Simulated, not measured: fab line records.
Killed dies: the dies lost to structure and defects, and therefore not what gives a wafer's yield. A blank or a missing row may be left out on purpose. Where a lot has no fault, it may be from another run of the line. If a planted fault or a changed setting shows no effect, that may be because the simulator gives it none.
Which tool did it? + flow sky130 + 13 lots with 39 wafers sampled at 3 steps, on a route of 708 steps

== WHAT THE GAUGES READ, wafer by wafer ==
SKY_VIA4_THK_MEAS_20: measures by xrf.
| lot  | measured     | on            | VIA4_W_THK (nm) |
|------|--------------|---------------|-----------------|
| L439 | day 42 11:24 | film metro-03 | 515 504 511     |
| L440 | day 42 17:25 | film metro-02 | 498 496 503     |
| L441 | day 43 06:24 | film metro-02 | 511 497 496     |
| L443 | day 43 15:34 | film metro-01 | 501 502 496     |
| L445 | day 44 01:20 | film metro-02 | 506 499 503     |
| L446 | day 44 10:58 | film metro-03 | 510 510 515     |
| L447 | day 44 14:59 | film metro-02 | 509 501 507     |
| L448 | day 45 00:25 | film metro-03 | 526 518 521     |
| L452 | day 46 04:55 | film metro-02 | 506 491 505     |
| L453 | day 46 08:15 | film metro-02 | 514 518 513     |
| L457 | day 47 19:23 | film metro-03 | 530 528 528     |
| L461 | day 48 05:22 | film metro-01 | 500 502 503     |
| L462 | day 48 10:40 | film metro-01 | 498 505 505     |

== WHICH TOOL RAN EACH LOT (tool, then ch and the chambers of the sampled wafers, then the start) ==
| lot  | SKY_FIELD_ISO_STRIP_16              | SKY_METAL4_DESCUM_15              |
|------|-------------------------------------|-----------------------------------|
| L439 | plasma asher-03 ch 0,1, day 2 05:08 | rie metal-02 ch 0,1, day 41 09:28 |
| L440 | plasma asher-03 ch 0,1, day 2 09:52 | rie metal-04 ch 0,1, day 41 16:46 |
| L441 | plasma asher-02 ch 0,1, day 2 16:04 | rie metal-04 ch 0,1, day 42 05:25 |
| L443 | plasma asher-01 ch 0,1, day 3 01:04 | rie metal-02 ch 0, day 42 14:32   |
| L445 | plasma asher-02 ch 0,1, day 3 13:25 | rie metal-02 ch 1, day 43 01:14   |
| L446 | plasma asher-02 ch 0,1, day 3 17:16 | rie metal-04 ch 0,1, day 43 10:28 |
| L447 | plasma asher-02 ch 0,1, day 3 21:31 | rie metal-02 ch 1, day 43 14:20   |
| L448 | plasma asher-02 ch 0,1, day 4 03:04 | rie metal-03 ch 0,1, day 44 00:08 |
| L452 | plasma asher-02 ch 0,1, day 5 02:04 | rie metal-04 ch 0,1, day 45 05:46 |
| L453 | plasma asher-02 ch 0,1, day 5 06:05 | rie metal-04 ch 0,1, day 45 09:34 |
| L457 | plasma asher-01 ch 0, day 6 02:52   | rie metal-03 ch 0,1, day 46 22:25 |
| L461 | plasma asher-01 ch 0,1, day 7 03:23 | rie metal-02 ch 0,1, day 47 08:01 |
| L462 | plasma asher-03 ch 0,1, day 7 10:59 | rie metal-02 ch 0,1, day 47 13:35 |
- SKY_FIELD_ISO_STRIP_16: strips in O2/N2.
- SKY_METAL4_DESCUM_15: chemistry O2, time 8 s.

== WHAT THE TOOLS THEMSELVES READ (means of the sampled wafers that have a number; where no wafer has one, the mark that the record gives instead) ==
SKY_FIELD_ISO_STRIP_16.
| lot  | tool            | drypump motor current A (A) | n2 flow sccm (sccm) | oes product au (a.u.) | strip time to endpoint s (s) |
|------|-----------------|-----------------------------|---------------------|-----------------------|------------------------------|
| L439 | plasma asher-03 | 5.2                         | 298.8               | 0.387                 | 3.52                         |
| L440 | plasma asher-03 | 5.5                         | 301.1               | 0.379                 | 3.59                         |
| L441 | plasma asher-02 | 5.7                         | 299.5               | 0.378                 | 3.58                         |
| L443 | plasma asher-01 | 5.3                         | 300.3               | 0.377                 | 3.50                         |
| L445 | plasma asher-02 | 5.7                         | 300.9               | 0.380                 | 3.58                         |
| L446 | plasma asher-02 | 5.8                         | 300.3               | 0.377                 | 3.53                         |
| L447 | plasma asher-02 | 5.7                         | 299.5               | 0.376                 | 3.55                         |
| L448 | plasma asher-02 | 5.7                         | 300.0               | 0.380                 | 3.60                         |
| L452 | plasma asher-02 | 5.7                         | 300.4               | 0.375                 | 3.55                         |
| L453 | plasma asher-02 | 5.8                         | 299.9               | 0.376                 | 3.53                         |
| L457 | plasma asher-01 | 5.2                         | 300.4               | 0.379                 | 3.52                         |
| L461 | plasma asher-01 | 5.3                         | 300.6               | 0.379                 | 3.58                         |
| L462 | plasma asher-03 | 5.5                         | 299.3               | 0.383                 | 3.55                         |

SKY_METAL4_DESCUM_15.
| lot  | tool         | drypump motor current A (A) | oes product au (a.u.) | rf fwd power W (W) |
|------|--------------|-----------------------------|-----------------------|--------------------|
| L439 | rie metal-02 | 5.66                        | 1.010                 | 147.1              |
| L440 | rie metal-04 | 5.77                        | 1.014                 | 146.8              |
| L441 | rie metal-04 | 5.78                        | 1.005                 | 146.3              |
| L443 | rie metal-02 | 5.52                        | 0.994                 | 146.5              |
| L445 | rie metal-02 | 5.70                        | 0.997                 | 147.5              |
| L446 | rie metal-04 | 5.78                        | 1.009                 | 146.4              |
| L447 | rie metal-02 | 5.66                        | 1.009                 | 148.1              |
| L448 | rie metal-03 | 6.01                        | 0.985                 | 146.8              |
| L452 | rie metal-04 | 5.77                        | 1.003                 | 145.9              |
| L453 | rie metal-04 | 5.89                        | 1.010                 | 146.3              |
| L457 | rie metal-03 | 6.00                        | 0.990                 | 147.1              |
| L461 | rie metal-02 | 5.58                        | 0.992                 | 146.9              |
| L462 | rie metal-02 | 5.57                        | 0.997                 | 146.8              |

== THE ANSWER, worked out from the rows above alone ==
Rule: the lots themselves supply what counts as usual. Put in order of their means at a reading, lots are off if they are a third of the lots or fewer, leave a main group of 4 or more, and stand apart from it by a gap of 3 or more times the standard deviation of the main group's means; of several such gaps the widest counts. A main group whose means are all the same, to the digits that the tables above print for the reading, isn't used. A lot without any number at a reading at which 4 lots or more have one is off too. All remaining lots with rows at the step are treated as sound. After the gauges, taken in route order, come the tools' own readings; for these a lot's mean is taken, as printed above. The first step at which some lot is off is used, and at that step the reading that is off furthest; a lot without a number counts as furthest.
Nothing can be told from this: no lot is off at any reading shown.

== WHAT HAD BEEN PUT IN BY THE SIMULATOR ==
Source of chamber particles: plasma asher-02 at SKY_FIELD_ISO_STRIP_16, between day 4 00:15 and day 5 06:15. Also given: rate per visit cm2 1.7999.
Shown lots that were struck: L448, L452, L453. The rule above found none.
